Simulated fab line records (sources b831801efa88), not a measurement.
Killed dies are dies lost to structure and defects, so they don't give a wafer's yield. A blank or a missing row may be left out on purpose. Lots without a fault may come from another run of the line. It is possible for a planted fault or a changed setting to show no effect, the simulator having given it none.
Problem report in the 8D (eight disciplines) form, filled by code + flow sky130 + the parts of the form that need people (team, actions taken, sign-off) are left out

## 1. WHAT WENT WRONG
Mean of developer-temp-C at SKY_FIELD_ISO_DEVELOP_12: 20.23 C across 6 wafers in 2 lots; on wafers with no fault it is 21.01 C (standard deviation 0.11). Relative to the usual mean, that is a shift of -7.1 standard deviations.
The step: develop time 60 s.
First observed at day 3 17:00: wafer L938.1, on litho-track-04. At this step, 42 wafers from 14 lots have a number in the record. By rule, "out" or "out of limits" means more than 4 standard deviations away from the usual mean. All remaining wafers that have a number are taken as sound.

## 2. WHAT IT IS, WHAT IT ISN'T
| question                    | is                     | is not                                                                                                                          |
|-----------------------------|------------------------|---------------------------------------------------------------------------------------------------------------------------------|
| which readings at this step | developer-temp-C       | -                                                                                                                               |
| which lots                  | L938, L942             | L932, L944, L945, L946, L947, L948, L949, L950, L951, L952, L953, L954                                                          |
| which wafers of those lots  | all that have a number | -                                                                                                                               |
| read on which tools         | litho-track-04         | litho-track-01, litho-track-03                                                                                                  |
| when                        | from day 3 17:00       | up to then (3 sound wafers); but 33 sound wafers of L944, L945, L946, L947, L948, L949, L950, L951, L952, L953, L954 came after |

## 3. SUSPECTS, AND WHAT RULES EACH OUT
Counting: a tool stays on the suspect list if, at a process step up to the reading, it processed all lots that are out and no sound lot following the first of them.
- litho-track-04 at SKY_FIELD_ISO_DEVELOP_12 (develop time 60 s): ruled out as a lasting fault. Sound lots L952, L954 ran on it after its first lot that is out, L938 (day 3 17:00).
Left after counting: nothing in the record.

## 4. THE CAUSE (what the simulator had put in)
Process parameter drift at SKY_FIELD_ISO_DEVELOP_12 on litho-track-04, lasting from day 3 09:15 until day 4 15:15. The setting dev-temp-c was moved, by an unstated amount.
Counting ruled it out, wrongly.

## 5. THE CHAIN OF EFFECTS, in route order
One row per reading whose mean, taken over the struck wafers that have a number, lies over 3 standard deviations from the usual. Only readings whose record carries a usual standard deviation are examined. hours: median over the lots of the time between each lot's start at the first step of this table that gives one and its start at this step. sigmas: the change, counted in usual standard deviations.
| hours | step                     | reading          | usual   | on struck wafers | change | sigmas |
|-------|--------------------------|------------------|---------|------------------|--------|--------|
| 0     | SKY_FIELD_ISO_DEVELOP_12 | developer-temp-C | 21.01 C | 20.23            | -0.78  | -7.1   |
Its process steps:
- SKY_FIELD_ISO_DEVELOP_12: develop time 60 s.
Later steps that measure or inspect, where all struck wafers having a row at the step show a number for every such reading and not one has moved that far: SKY_FIELD_ISO_THK_MEAS_25, SKY_DNWELL_TW_MEAS_09, SKY_NWELL_OVL_MEAS_23.

## 6. WHAT WOULD HAVE CAUGHT IT SOONER
8 hours passed between the start of the fault at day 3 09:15 and the first reading out of limits in this record, taken at day 3 17:00.
